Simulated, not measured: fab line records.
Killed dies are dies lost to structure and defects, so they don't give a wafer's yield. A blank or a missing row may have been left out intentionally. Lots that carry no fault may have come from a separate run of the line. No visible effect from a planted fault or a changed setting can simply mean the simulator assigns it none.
fab line records | flow sky130
record lots=5 wafers=15 last-day=49
route steps=708 shown VT_ADJUST_PCH@148 SONOS_TUNNEL@154 SONOS_ONO@168
lots with no fault: from the same line, run without faults
start-h: hours from the record's first day to the start of the lot's first wafer shown | wait-h: hours elapsed since this lot's preceding step | " unchanged from the row above | L1.1+2: several wafers, shown together as one row | - no value, or no start was given | * or withheld: withheld | < > ~ a bound
route shown NAME@n: names a module that has steps shown in the file, with the first one's number in the route | usual: mean/standard deviation of fault-free wafers | same: alike in all rows | chamber/n: place in a boat | sites: each site's reading | _std_site: the standard deviation of these | _edge_site: outer sites' mean less inner sites' | radius-mm: how far each site lies from the wafer's centre | mask NAME#n: copy n | behind: the most recent tool/chamber to have shaped the wafer | hold: the reason the lot was held/the length of the hold in hours/how it ended | device: the n, p or np transistor that did not switch | end of line: the same wafers' tests at the end of the route | step lacking rows: just its recipe | killed: count of dies lost to structure and defects at first sort (not the wafer's yield) | map: a wafer's dies, x killed, . not, _ none there
set.NAME: setting as actually run; set.NAME@STEP: the setting as run at that earlier step | model.NAME: the simulator's own value behind a step, which no gauge read
lots at some steps of the route; a table a step, a row a wafer
services: from which hour (start-h, from the record's first day; less than 0 if before it) a tool's chamber was out of use, for how many hours, and why
## steps
# step SKY_VT_ADJUST_PCH_PEB_05
# recipe temp-c=115 time-s=withheld
# usual resist-line-temp-C=23.01/0.11
# columns lot.wafer tool chamber start-h wait-h resist-line-temp-C
L081.3 litho-track-01 0 - - 23.12
L081.5 " 0 " " 23.10
L081.6 " 0 " " 22.82
L082.1 litho-track-02 0 - - 22.97
L082.3 " 0 " " 22.95
L082.5 " 0 " " 22.91
L086.1 litho-track-02 0 - - 23.05
L086.2 " 0 " " 22.94
L086.3 " 0 " " 23.04
L089.2 litho-track-02 0 - - 23.04
L089.3 " 0 " " 23.22
L089.5 " 0 " " 22.99
L093.1 litho-track-02 0 - - 23.10
L093.3 " 0 " " 22.97
L093.5 " 0 " " 22.91
# step SKY_VT_ADJUST_PCH_DEVELOP_06
# recipe wall-angle-deg=90 developer=TMAH develop-time-s=60 dev-temp-c=23.6
# usual resist-line-temp-C=22.97/0.1
# same develop-time-s=60
# columns lot.wafer tool chamber start-h wait-h resist-line-temp-C
L081.3 litho-track-01 0 - - 23.00
L081.5 " 0 " " 22.89
L081.6 " 0 " " 23.04
L082.1 litho-track-02 0 - - 23.02
L082.3 " 0 " " 23.04
L082.5 " 0 " " 22.92
L086.1 litho-track-02 0 - - 22.89
L086.2 " 0 " " 22.89
L086.3 " 0 " " 23.04
L089.2 litho-track-02 0 - - 22.92
L089.3 " 0 " " 22.93
L089.5 " 0 " " 23.03
L093.1 litho-track-02 0 - - 23.15
L093.3 " 0 " " 22.98
L093.5 " 0 " " 22.92
# step SKY_VT_ADJUST_PCH_OVL_MEAS_07
# usual VT_ADJUST_PCH_OVL=-1.3/1.4
# columns lot.wafer tool chamber start-h wait-h VT_ADJUST_PCH_OVL[nm]
L081.3 overlay-02 - 280.85 - 0.2
L081.5 " - " " 0.2
L081.6 " - " " 0.8
L082.1 overlay-01 - 287.51 - -1.7
L082.3 " - " " -0.7
L082.5 " - " " -1.2
L086.1 overlay-02 - 318.76 - -2.5
L086.2 " - " " -1.4
L086.3 " - " " -2.1
L089.2 overlay-02 - 339.32 - -2.3
L089.3 " - " " 0.2
L089.5 " - " " -2.9
L093.1 overlay-01 - 373.66 - -0.6
L093.3 " - " " 1.1
L093.5 " - " " -1.2
# step SKY_VT_ADJUST_PCH_IMPLANT_08
# recipe species=B energy-kev=10 dose-cm2=5e+11 tilt-deg=withheld
# columns lot.wafer tool chamber start-h wait-h
L081.3+5+6 implanter-04 0 280.92 0.1
L082.1+3+5 implanter-04 0 287.55 0.0
L086.1+2+3 implanter-03 0 318.80 0.0
L089.2+3+5 implanter-02 0 339.37 0.0
L093.1+3+5 implanter-04 0 373.70 0.0
# step SKY_VT_ADJUST_PCH_STRIP_09
# recipe chemistry=O2/N2 power-w=1400 pressure-mtorr=1500 platen-temp-c=withheld o2-flow-sccm=3000 n2-flow-sccm=300 overash-fraction=0.5
# usual drypump-motor-current-A=5.6/0.58 o2-flow-sccm=2999/9.2 oes-product-au=0.722/0.0046 strip-time-to-endpoint-s=36.93/0.087
# columns lot.wafer tool chamber start-h wait-h drypump-motor-current-A o2-flow-sccm oes-product-au rf-hours-counter-h strip-time-to-endpoint-s
L081.3 plasma-asher-04 1 281.06 0.1 5.0 2986 0.723 - 36.99
L081.5 " 0 " " 6.4 2984 0.731 - 36.99
L081.6 " 1 " " 5.0 3005 0.728 - 37.03
L082.1 plasma-asher-01 0 287.70 0.1 4.8 3000 0.720 62 36.95
L082.3 " 1 " " 5.0 3014 0.730 - 36.99
L082.5 " 1 " " 5.0 3001 0.730 - 36.92
L086.1 plasma-asher-03 1 318.95 0.1 6.1 3012 0.723 51 36.85
L086.2 " 0 " " 6.0 3002 0.730 51 36.80
L086.3 " 0 " " 6.0 3002 0.720 - 36.83
L089.2 plasma-asher-03 1 339.50 0.1 6.0 2998 0.720 53 36.93
L089.3 " 0 " " 6.0 2994 0.717 - 37.03
L089.5 " 1 " " 6.1 3005 0.721 - 37.04
L093.1 plasma-asher-03 1 373.85 0.1 6.0 2997 0.724 56 36.84
L093.3 " 1 " " 6.1 2992 0.723 - 36.90
L093.5 " 0 " " 6.0 3008 0.721 - 36.83
# step SKY_VT_ADJUST_PCH_TW_MEAS_10
# usual VT_ADJUST_PCH_TW=142.5/0.91
# columns lot.wafer tool chamber start-h wait-h VT_ADJUST_PCH_TW
L081.3 film-metro-01 - 281.14 0.1 143.0
L081.5 " - " " 143.5
L081.6 " - " " 143.2
L082.1 film-metro-01 - 287.80 0.1 143.4
L082.3 " - " " 142.2
L082.5 " - " " 143.8
L086.1 film-metro-04 - 319.11 0.1 141.4
L086.2 " - " " 141.5
L086.3 " - " " 140.5
L089.2 film-metro-02 - 339.61 0.1 144.1
L089.3 " - " " 143.9
L089.5 " - " " 143.2
L093.1 film-metro-04 - 373.95 0.1 141.5
L093.3 " - " " 141.9
L093.5 " - " " 140.9
# step SKY_SONOS_TUNNEL_DEHYDRATE_00
# recipe temp-c=200 time-s=60
# usual resist-line-temp-C=22.97/0.11
# columns lot.wafer tool chamber start-h wait-h resist-line-temp-C
L081.3 litho-track-02 0 293.51 12.4 22.98
L081.5 " 0 " " 23.01
L081.6 " 0 " " 23.03
L082.1 litho-track-01 0 300.39 12.6 22.87
L082.3 " 0 " " 23.00
L082.5 " 0 " " 23.06
L086.1 litho-track-02 0 331.86 12.7 22.85
L086.2 " 0 " " 22.77
L086.3 " 0 " " 22.92
L089.2 litho-track-01 0 353.61 14.0 22.82
L089.3 " 0 " " 23.20
L089.5 " 0 " " 22.89
L093.1 litho-track-04 0 388.61 14.7 22.89
L093.3 " 0 " " 22.92
L093.5 " 0 " " 22.97
# step SKY_SONOS_TUNNEL_HMDS_01
# recipe prime-time-s=60 prime-temp-c=120
# usual resist-line-temp-C=23.00/0.097
# columns lot.wafer tool chamber start-h wait-h resist-line-temp-C
L081.3 litho-track-02 0 293.66 0.1 22.84
L081.5 " 0 " " 22.90
L081.6 " 0 " " 22.92
L082.1 litho-track-01 0 300.54 0.1 23.05
L082.3 " 0 " " 23.04
L082.5 " 0 " " 23.08
L086.1 litho-track-02 0 332.01 0.1 22.94
L086.2 " 0 " " 23.20
L086.3 " 0 " " 22.83
L089.2 litho-track-01 0 353.76 0.1 22.93
L089.3 " 0 " " 22.91
L089.5 " 0 " " 22.89
L093.1 litho-track-04 0 388.76 0.1 23.00
L093.3 " 0 " " 22.95
L093.5 " 0 " " 22.88
# step SKY_SONOS_TUNNEL_COAT_02
# recipe resist=NOVOLAK spin-rpm=3000 resist-thk-nm=1140
# usual resist-line-temp-C=23.01/0.096
# columns lot.wafer tool chamber start-h wait-h resist-line-temp-C
L081.3 litho-track-02 0 293.81 0.1 23.05
L081.5 " 0 " " 22.93
L081.6 " 0 " " 22.98
L082.1 litho-track-01 0 300.69 0.1 23.16
L082.3 " 0 " " 23.30
L082.5 " 0 " " 23.14
L086.1 litho-track-02 0 332.16 0.1 22.96
L086.2 " 0 " " 22.96
L086.3 " 0 " " 23.13
L089.2 litho-track-01 0 353.91 0.1 23.22
L089.3 " 0 " " 23.02
L089.5 " 0 " " 23.06
L093.1 litho-track-04 0 388.91 0.1 22.87
L093.3 " 0 " " 22.93
L093.5 " 0 " " 22.88
# step SKY_SONOS_TUNNEL_SOFTBAKE_03
# recipe temp-c=90 time-s=60 resist=NOVOLAK
# usual resist-line-temp-C=22.98/0.11
# columns lot.wafer tool chamber start-h wait-h resist-line-temp-C
L081.3 litho-track-02 0 293.96 0.1 23.03
L081.5 " 0 " " 22.83
L081.6 " 0 " " 22.98
L082.1 litho-track-01 0 300.84 0.1 22.99
L082.3 " 0 " " 22.85
L082.5 " 0 " " 23.02
L086.1 litho-track-02 0 332.31 0.1 22.84
L086.2 " 0 " " 23.08
L086.3 " 0 " " 23.03
L089.2 litho-track-01 0 354.06 0.1 22.98
L089.3 " 0 " " 22.84
L089.5 " 0 " " 22.97
L093.1 litho-track-04 0 389.06 0.1 22.86
L093.3 " 0 " " 22.96
L093.5 " 0 " " 22.92
# step SKY_SONOS_TUNNEL_EXPOSE_04
# recipe mask-id=TUNM na=0.6 source-shape=conventional sigma-outer=0.6 polarization=unpolarized target-cd-nm=410 dose-mj=136
# usual stage-vel-mm-s=500.03/0.26
# same na=0.6 sigma-outer=0.6
# columns lot.wafer tool chamber start-h wait-h mask stage-vel-mm-s
L081.3 iline-stepper-01 0 - - TUNM#0 500.16
L081.5 " 0 " " TUNM#0 500.22
L081.6 " 0 " " TUNM#0 500.25
L082.1 iline-stepper-02 0 - - TUNM#0 499.84
L082.3 " 0 " " TUNM#0 500.56
L082.5 " 0 " " TUNM#0 500.39
L086.1 iline-stepper-01 0 - - TUNM#0 499.71
L086.2 " 0 " " TUNM#0 499.69
L086.3 " 0 " " TUNM#0 499.50
L089.2 iline-stepper-02 0 - - TUNM#0 500.05
L089.3 " 0 " " TUNM#0 499.91
L089.5 " 0 " " TUNM#0 500.09
L093.1 iline-stepper-02 0 - - TUNM#0 500.39
L093.3 " 0 " " TUNM#0 500.56
L093.5 " 0 " " TUNM#0 500.86
# step SKY_SONOS_TUNNEL_PEB_05
# recipe temp-c=withheld time-s=* resist=NOVOLAK
# usual resist-line-temp-C=*
# columns lot.wafer tool chamber start-h wait-h resist-line-temp-C
L081.3 litho-track-01 0 - - *
L081.5 " 0 " " *
L081.6 " 0 " " *
L082.1 litho-track-01 0 - - *
L082.3 " 0 " " *
L082.5 " 0 " " *
L086.1 litho-track-02 0 - - *
L086.2 " 0 " " *
L086.3 " 0 " " *
L089.2 litho-track-02 0 - - *
L089.3 " 0 " " *
L089.5 " 0 " " *
L093.1 litho-track-01 0 - - *
L093.3 " 0 " " *
L093.5 " 0 " " *
# step SKY_SONOS_TUNNEL_DEVELOP_06
# recipe resist=NOVOLAK developer=TMAH develop-time-s=60 dev-temp-c=23
# usual resist-line-temp-C=22.99/0.11
# same develop-time-s=60
# columns lot.wafer tool chamber start-h wait-h resist-line-temp-C
L081.3 litho-track-01 0 306.74 0.1 22.97
L081.5 " 0 " " 23.03
L081.6 " 0 " " 22.99
L082.1 litho-track-01 0 312.94 0.1 23.09
L082.3 " 0 " " 23.08
L082.5 " 0 " " 22.94
L086.1 litho-track-02 0 345.66 0.1 23.09
L086.2 " 0 " " 22.95
L086.3 " 0 " " 22.95
L089.2 litho-track-02 0 367.29 0.1 22.98
L089.3 " 0 " " 23.00
L089.5 " 0 " " 22.92
L093.1 litho-track-01 0 403.39 0.1 22.98
L093.3 " 0 " " 22.96
L093.5 " 0 " " 22.85
# step SKY_SONOS_TUNNEL_CD_MEAS_07
# recipe target-cd-nm=410
# usual cd-nm=409.7/2.4
# columns lot.wafer tool chamber start-h wait-h cd-nm
L081.3 cd-sem-01 - 306.88 0.1 408.3
L081.5 " - " " 409.3
L081.6 " - " " 407.1
L082.1 cd-sem-01 - 313.09 0.1 415.2
L082.3 " - " " 416.8
L082.5 " - " " 416.0
L086.1 cd-sem-01 - 345.81 0.1 408.0
L086.2 " - " " 410.7
L086.3 " - " " 407.4
L089.2 cd-sem-01 - 367.43 0.1 409.3
L089.3 " - " " 409.1
L089.5 " - " " 407.4
L093.1 cd-sem-02 - 403.54 0.1 412.4
L093.3 " - " " 409.1
L093.5 " - " " 410.6
# step SKY_SONOS_TUNNEL_OVL_MEAS_08
# usual SONOS_TUNNEL_OVL=0.9/1.5
# columns lot.wafer tool chamber start-h wait-h SONOS_TUNNEL_OVL[nm]
L081.3 overlay-02 - 306.97 0.1 2.7
L081.5 " - " " -0.8
L081.6 " - " " 2.8
L082.1 overlay-01 - 313.21 0.1 1.9
L082.3 " - " " 1.7
L082.5 " - " " 1.2
L086.1 overlay-02 - 345.93 0.1 -0.3
L086.2 " - " " -2.6
L086.3 " - " " -2.8
L089.2 overlay-02 - 367.54 0.1 -1.6
L089.3 " - " " 0.3
L089.5 " - " " 1.3
L093.1 overlay-02 - 403.66 0.1 0.1
L093.3 " - " " 0.8
L093.5 " - " " 0.7
# step SKY_SONOS_TUNNEL_IMPLANT_09
# recipe species=B energy-kev=20 dose-cm2=1e+12 tilt-deg=withheld
# columns lot.wafer tool chamber start-h wait-h
L081.3+5+6 implanter-02 0 307.04 0.1
L082.1+3+5 implanter-02 0 313.24 0.0
L086.1+2+3 implanter-04 0 345.97 0.0
L089.2+3+5 implanter-04 0 367.59 0.0
L093.1+3+5 implanter-04 0 403.69 0.0
# step SKY_SONOS_TUNNEL_WET_ETCH_10
# recipe chemistry=dHF target-depth-nm=14 target=SiO2 dilution=100:1 temp-c=25 time-s=280
# columns lot.wafer tool chamber start-h wait-h
L081.3+5+6 wet-bench-03 2 307.14 0.1
L082.1+3+5 wet-bench-01 0 313.39 0.1
L086.1+2+3 wet-bench-03 2 346.12 0.1
L089.2+3+5 wet-bench-03 2 367.72 0.1
L093.1+3+5 wet-bench-03 2 403.84 0.1
# step SKY_SONOS_TUNNEL_STRIP_11
# recipe chemistry=SPM time-s=600 temp-c=130
# columns lot.wafer tool chamber start-h wait-h
L081.3+5+6 wet-bench-01 1 307.23 0.0
L082.1+3+5 wet-bench-04 0 313.48 0.0
L086.1+2+3 wet-bench-03 3 346.20 0.0
L089.2+3+5 wet-bench-04 1 367.80 0.0
L093.1+3+5 wet-bench-04 2 403.93 0.0
# step SKY_SONOS_TUNNEL_TW_MEAS_12
# usual SONOS_TUNNEL_TW=197.3/1.3
# columns lot.wafer tool chamber start-h wait-h SONOS_TUNNEL_TW
L081.3 film-metro-03 - 307.44 0.0 196.6
L081.5 " - " " 197.5
L081.6 " - " " 197.3
L082.1 film-metro-03 - 313.83 0.0 198.0
L082.3 " - " " 197.5
L082.5 " - " " 198.3
L086.1 film-metro-04 - 346.38 0.0 196.0
L086.2 " - " " 195.4
L086.3 " - " " 195.7
L089.2 film-metro-02 - 367.99 0.0 198.7
L089.3 " - " " 197.7
L089.5 " - " " 198.3
L093.1 film-metro-04 - 404.10 0.0 196.2
L093.3 " - " " 196.3
L093.5 " - " " 196.4
# step SKY_SONOS_TUNNEL_CLEAN_13
# recipe chemistry=dHF time-s=20 dilution=100:1 dry=ipa-marangoni
# columns lot.wafer tool chamber start-h wait-h
L081.3+5+6 wet-bench-03 1 307.48 0.0
L082.1+3+5 wet-bench-01 1 313.89 0.1
L086.1+2+3 wet-bench-03 0 346.44 0.1
L089.2+3+5 wet-bench-01 1 368.04 0.0
L093.1+3+5 wet-bench-03 0 404.16 0.1
# step SKY_SONOS_ONO_OXIDATION_00
# recipe temp-c=800 ambient=O2 idle-temp-c=700 ramp-up-c-per-min=10 ramp-down-c-per-min=3 stabilise-s=600 purge-s=300 target-thk-a=26 ox-time-s=1249
# usual ramp-up-c-per-min=10.000/0.0018 zone-power-bottom-pct=24.5/1.9 zone-power-centre-pct=15.2/0.87
# columns lot.wafer tool chamber start-h wait-h ramp-up-c-per-min zone-power-bottom-pct zone-power-centre-pct
L081.3 furnace-01 0 308.95 1.5 9.9986 26.4 14.5
L081.5 " 0 " " 10.002 26.4 14.4
L081.6 " 0 " " 9.9992 26.3 14.3
L082.1 furnace-01 0 314.55 0.6 10.001 26.9 14.4
L082.3 " 0 " " 10.002 27.1 14.5
L082.5 " 0 " " 9.9997 26.0 14.4
L086.1 furnace-02 0 348.13 1.7 9.9969 22.6 16.0
L086.2 " 0 " " 9.9997 22.6 15.8
L086.3 " 0 " " 9.9996 22.8 16.1
L089.2 furnace-02 0 368.05 0.0 9.9992 22.4 16.3
L089.3 " 0 " " 9.9979 22.6 16.0
L089.5 " 0 " " 10.002 22.6 15.8
L093.1 furnace-01 0 404.54 0.4 10.005 26.5 14.4
L093.3 " 0 " " 9.9999 26.5 14.3
L093.5 " 0 " " 9.9952 26.2 14.7
# step SKY_SONOS_ONO_THK_MEAS_01
# recipe reads=SiO2_of_SONOS_ONO_OXIDATION_00
# usual SONOS_ONO_OXIDATION_THK=2.56/0.051
# columns lot.wafer tool chamber start-h wait-h SONOS_ONO_OXIDATION_THK[nm]
L081.3 film-metro-01 - 310.32 0.0 2.66
L081.5 " - " " 2.69
L081.6 " - " " 2.66
L082.1 film-metro-01 - 315.90 0.0 2.52
L082.3 " - " " 2.48
L082.5 " - " " 2.51
L086.1 film-metro-01 - 349.48 0.0 2.57
L086.2 " - " " 2.52
L086.3 " - " " 2.48
L089.2 film-metro-03 - 369.41 0.0 2.62
L089.3 " - " " 2.59
L089.5 " - " " 2.63
L093.1 film-metro-01 - 405.89 0.0 2.55
L093.3 " - " " 2.63
L093.5 " - " " 2.63
# step SKY_SONOS_ONO_CVD_02
# recipe material=Si3N4 precursor=DCS/NH3 target-thk-nm=10.5 temp-c=770 time-s=180 pressure-mtorr=250
# usual susceptor-temp-C=770.0/0.32 zone-power-bottom-pct=19.3/0.52 zone-power-centre-pct=15.4/1.4
# columns lot.wafer tool chamber start-h wait-h susceptor-temp-C zone-power-bottom-pct zone-power-centre-pct
L081.3 lpcvd-02 1 311.04 0.7 769.5 18.3 13.1
L081.5 " 1 " " 770.4 18.8 12.8
L081.6 " 1 " " 769.7 18.6 12.9
L082.1 lpcvd-02 0 315.96 0.1 770.5 19.7 16.2
L082.3 " 0 " " 770.2 19.4 16.2
L082.5 " 0 " " 770.1 19.8 16.2
L086.1 lpcvd-02 0 349.54 0.1 769.8 19.5 16.2
L086.2 " 0 " " 769.9 19.8 16.1
L086.3 " 0 " " 770.2 19.1 16.3
L089.2 lpcvd-02 0 371.18 1.8 769.7 19.5 16.0
L089.3 " 0 " " 770.2 19.4 16.3
L089.5 " 0 " " 770.1 19.3 16.0
L093.1 lpcvd-02 0 407.88 2.0 770.2 19.4 16.0
L093.3 " 0 " " 770.0 19.4 16.2
L093.5 " 0 " " 769.8 19.6 16.2
# step SKY_SONOS_ONO_THK_MEAS_03
# recipe reads=Si3N4_of_SONOS_ONO_CVD_02
# usual SONOS_ONO_CVD_02_THK=10.52/0.14
# columns lot.wafer tool chamber start-h wait-h SONOS_ONO_CVD_02_THK[nm]
L081.3 film-metro-03 - 312.11 0.0 10.60
L081.5 " - " " 10.67
L081.6 " - " " 10.58
L082.1 film-metro-02 - 317.01 0.0 10.31
L082.3 " - " " 10.25
L082.5 " - " " 10.35
L086.1 film-metro-03 - 350.59 0.0 10.69
L086.2 " - " " 10.48
L086.3 " - " " 10.57
L089.2 film-metro-03 - 372.24 0.0 10.32
L089.3 " - " " 10.32
L089.5 " - " " 10.23
L093.1 film-metro-03 - 409.46 0.0 10.69
L093.3 " - " " 10.78
L093.5 " - " " 10.62
# step SKY_SONOS_ONO_CVD_04
# recipe material=SiO2 precursor=SiH4/N2O target-thk-nm=5.7199 temp-c=900 pressure-mtorr=400
# usual susceptor-temp-C=900.0/0.36 zone-power-bottom-pct=26.5/2.4 zone-power-centre-pct=18.2/0.66
# columns lot.wafer tool chamber start-h wait-h susceptor-temp-C zone-power-bottom-pct zone-power-centre-pct
L081.3 lpcvd-03 0 312.15 0.0 900.2 23.8 17.6
L081.5 " 0 " " 900.3 23.6 17.6
L081.6 " 0 " " 900.4 23.6 17.3
L082.1 lpcvd-03 0 317.07 0.1 900.3 23.7 17.5
L082.3 " 0 " " 900.5 23.9 17.6
L082.5 " 0 " " 900.5 23.3 17.9
L086.1 lpcvd-03 0 350.65 0.1 900.1 23.3 17.7
L086.2 " 0 " " 899.3 23.9 17.5
L086.3 " 0 " " 900.1 23.4 17.6
L089.2 lpcvd-03 1 372.29 0.0 899.8 28.3 19.0
L089.3 " 1 " " 899.8 28.3 18.7
L089.5 " 1 " " 899.8 28.4 18.8
L093.1 lpcvd-03 1 409.52 0.1 899.9 28.4 18.6
L093.3 " 1 " " 900.3 28.4 18.7
L093.5 " 1 " " 900.2 28.6 18.3
# step SKY_SONOS_ONO_THK_MEAS_05
# recipe reads=SiO2_of_SONOS_ONO_CVD_04
# usual SONOS_ONO_CVD_04_THK=5.69/0.13
# columns lot.wafer tool chamber start-h wait-h SONOS_ONO_CVD_04_THK[nm]
L081.3 film-metro-02 - 313.42 0.0 5.62
L081.5 " - " " 5.43
L081.6 " - " " 5.47
L082.1 film-metro-03 - 318.94 0.0 5.65
L082.3 " - " " 5.68
L082.5 " - " " 5.74
L086.1 film-metro-02 - 351.90 0.0 5.70
L086.2 " - " " 5.64
L086.3 " - " " 5.62
L089.2 film-metro-02 - 373.55 0.0 5.66
L089.3 " - " " 5.78
L089.5 " - " " 5.81
L093.1 film-metro-02 - 410.77 0.0 5.71
L093.3 " - " " 5.62
L093.5 " - " " 5.63
# step SKY_SONOS_ONO_DEHYDRATE_06
# recipe temp-c=200 time-s=60
# usual resist-line-temp-C=22.97/0.11
# columns lot.wafer tool chamber start-h wait-h resist-line-temp-C
L081.3 litho-track-03 0 326.26 12.8 22.88
L081.5 " 0 " " 22.99
L081.6 " 0 " " 22.98
L082.1 litho-track-04 0 331.31 12.4 22.91
L082.3 " 0 " " 23.02
L082.5 " 0 " " 22.91
L086.1 litho-track-04 0 364.96 13.1 23.11
L086.2 " 0 " " 23.22
L086.3 " 0 " " 22.97
L089.2 litho-track-02 0 388.04 14.5 22.99
L089.3 " 0 " " 23.02
L089.5 " 0 " " 23.04
L093.1 litho-track-03 0 424.51 13.7 22.79
L093.3 " 0 " " 22.88
L093.5 " 0 " " 22.94
# step SKY_SONOS_ONO_HMDS_07
# recipe prime-time-s=60 prime-temp-c=120
# usual resist-line-temp-C=23.00/0.083
# columns lot.wafer tool chamber start-h wait-h resist-line-temp-C
L081.3 litho-track-03 0 326.41 0.1 23.04
L081.5 " 0 " " 22.90
L081.6 " 0 " " 23.00
L082.1 litho-track-04 0 331.46 0.1 22.99
L082.3 " 0 " " 22.84
L082.5 " 0 " " 23.17
L086.1 litho-track-04 0 365.11 0.1 22.82
L086.2 " 0 " " 22.94
L086.3 " 0 " " 22.91
L089.2 litho-track-02 0 388.19 0.1 22.97
L089.3 " 0 " " 22.85
L089.5 " 0 " " 22.99
L093.1 litho-track-03 0 424.66 0.1 23.03
L093.3 " 0 " " 22.92
L093.5 " 0 " " 23.00
# step SKY_SONOS_ONO_COAT_08
# recipe resist=NOVOLAK spin-rpm=3000 resist-thk-nm=1140
# usual resist-line-temp-C=22.98/0.094
# columns lot.wafer tool chamber start-h wait-h resist-line-temp-C
L081.3 litho-track-03 0 326.56 0.1 22.84
L081.5 " 0 " " 22.92
L081.6 " 0 " " 22.87
L082.1 litho-track-04 0 331.61 0.1 22.85
L082.3 " 0 " " 22.99
L082.5 " 0 " " 22.86
L086.1 litho-track-04 0 365.26 0.1 22.97
L086.2 " 0 " " 22.94
L086.3 " 0 " " 23.01
L089.2 litho-track-02 0 388.34 0.1 23.18
L089.3 " 0 " " 23.07
L089.5 " 0 " " 23.12
L093.1 litho-track-03 0 424.81 0.1 23.15
L093.3 " 0 " " 23.01
L093.5 " 0 " " 23.06
# step SKY_SONOS_ONO_SOFTBAKE_09
# recipe temp-c=90 time-s=60 resist=NOVOLAK
# usual resist-line-temp-C=23.02/0.095
# columns lot.wafer tool chamber start-h wait-h resist-line-temp-C
L081.3 litho-track-03 0 326.71 0.1 22.99
L081.5 " 0 " " 22.97
L081.6 " 0 " " 23.06
L082.1 litho-track-04 0 331.76 0.1 22.95
L082.3 " 0 " " 22.97
L082.5 " 0 " " 23.06
L086.1 litho-track-04 0 365.41 0.1 23.02
L086.2 " 0 " " 22.93
L086.3 " 0 " " 23.00
L089.2 litho-track-02 0 388.49 0.1 23.06
L089.3 " 0 " " 22.96
L089.5 " 0 " " 23.01
L093.1 litho-track-03 0 424.96 0.1 23.15
L093.3 " 0 " " 23.13
L093.5 " 0 " " 23.01
# step SKY_SONOS_ONO_EXPOSE_10
# recipe mask-id=ONOM target-cd-nm=410 na=0.6 source-shape=conventional sigma-outer=0.6 dose-mj=150
# usual stage-vel-mm-s=499.96/0.26
# same na=0.6 sigma-outer=0.6
# columns lot.wafer tool chamber start-h wait-h mask stage-vel-mm-s
L081.3 iline-stepper-01 0 - - ONOM#0 500.24
L081.5 " 0 " " ONOM#0 499.80
L081.6 " 0 " " ONOM#0 500.02
L082.1 iline-stepper-01 0 - - ONOM#0 500.21
L082.3 " 0 " " ONOM#0 499.86
L082.5 " 0 " " ONOM#0 500.26
L086.1 iline-stepper-02 0 - - ONOM#0 500.08
L086.2 " 0 " " ONOM#0 499.97
L086.3 " 0 " " ONOM#0 499.80
L089.2 iline-stepper-01 0 - - ONOM#0 499.96
L089.3 " 0 " " ONOM#0 500.03
L089.5 " 0 " " ONOM#0 499.98
L093.1 iline-stepper-02 0 - - ONOM#0 499.82
L093.3 " 0 " " ONOM#0 499.96
L093.5 " 0 " " ONOM#0 500.30
# step SKY_SONOS_ONO_PEB_11
# recipe temp-c=withheld time-s=* resist=NOVOLAK
# usual resist-line-temp-C=*
# columns lot.wafer tool chamber start-h wait-h resist-line-temp-C
L081.3 litho-track-02 0 - - *
L081.5 " 0 " " *
L081.6 " 0 " " *
L082.1 litho-track-04 0 - - *
L082.3 " 0 " " *
L082.5 " 0 " " *
L086.1 litho-track-04 0 - - *
L086.2 " 0 " " *
L086.3 " 0 " " *
L089.2 litho-track-02 0 - - *
L089.3 " 0 " " *
L089.5 " 0 " " *
L093.1 litho-track-03 0 - - *
L093.3 " 0 " " *
L093.5 " 0 " " *
# step SKY_SONOS_ONO_DEVELOP_12
# recipe develop-time-s=58.28 dev-temp-c=23
# usual resist-line-temp-C=23.01/0.11
# same develop-time-s=58.28
# columns lot.wafer tool chamber start-h wait-h resist-line-temp-C
L081.3 litho-track-02 0 339.81 0.1 22.82
L081.5 " 0 " " 22.74
L081.6 " 0 " " 22.80
L082.1 litho-track-04 0 344.81 0.1 23.09
L082.3 " 0 " " 23.00
L082.5 " 0 " " 22.97
L086.1 litho-track-04 0 380.61 0.1 22.99
L086.2 " 0 " " 22.90
L086.3 " 0 " " 22.91
L089.2 litho-track-02 0 402.19 0.1 22.97
L089.3 " 0 " " 23.01
L089.5 " 0 " " 23.10
L093.1 litho-track-03 0 440.51 0.1 22.94
L093.3 " 0 " " 23.00
L093.5 " 0 " " 22.97
# step SKY_SONOS_ONO_CD_MEAS_13
# recipe target-cd-nm=410
# usual cd-nm=409.2/2.5
# columns lot.wafer tool chamber start-h wait-h cd-nm
L081.3 cd-sem-01 - 339.95 0.1 409.1
L081.5 " - " " 410.4
L081.6 " - " " 409.8
L082.1 cd-sem-02 - 344.96 0.1 407.6
L082.3 " - " " 410.0
L082.5 " - " " 410.7
L086.1 cd-sem-01 - 380.76 0.1 409.8
L086.2 " - " " 408.4
L086.3 " - " " 406.6
L089.2 cd-sem-02 - 402.33 0.1 410.7
L089.3 " - " " 410.2
L089.5 " - " " 411.6
L093.1 cd-sem-02 - 440.66 0.1 408.1
L093.3 " - " " 410.9
L093.5 " - " " 408.7
# step SKY_SONOS_ONO_OVL_MEAS_14
# usual SONOS_ONO_OVL=-0.6/1.5
# columns lot.wafer tool chamber start-h wait-h SONOS_ONO_OVL[nm]
L081.3 overlay-02 - 340.04 0.1 -1.7
L081.5 " - " " -0.2
L081.6 " - " " -1.0
L082.1 overlay-01 - 345.08 0.1 -3.4
L082.3 " - " " -0.2
L082.5 " - " " -2.8
L086.1 overlay-02 - 380.88 0.1 0.5
L086.2 " - " " -0.5
L086.3 " - " " -1.2
L089.2 overlay-02 - 402.44 0.1 -1.4
L089.3 " - " " -0.4
L089.5 " - " " -3.7
L093.1 overlay-02 - 440.78 0.1 0.0
L093.3 " - " " 0.1
L093.5 " - " " -1.7
## services
# columns tool chamber start-h hours kind
plasma-asher-03 - 262.71 1.7 repair
implanter-04 - 265.11 3.8 pm
furnace-01 - 277.93 3.9 pm
implanter-03 - 282.17 1.1 repair
plasma-asher-03 - 284.07 2.2 repair
iline-stepper-02 - 288.53 2.1 pm
plasma-asher-04 - 302.79 4.4 repair
iline-stepper-01 - 309.44 1.7 pm
iline-stepper-02 - 311.10 1.7 pm
furnace-01 - 315.90 3.4 pm
implanter-02 - 329.77 1.3 repair
implanter-02 - 333.91 5.2 repair
wet-bench-04 - 345.40 2.2 repair
plasma-asher-01 - 346.80 8.8 repair
implanter-03 - 348.76 1.1 repair
implanter-02 - 352.70 1.6 repair
iline-stepper-01 - 353.92 2.1 pm
implanter-02 - 356.02 3.6 repair
implanter-02 - 374.67 1.6 repair
iline-stepper-02 - 405.50 8.9 pm
implanter-04 - 416.91 4.8 repair
implanter-04 - 420.06 2.9 repair
furnace-02 - 423.13 3.0 pm
implanter-04 - 427.78 9.8 repair
## key
fault none
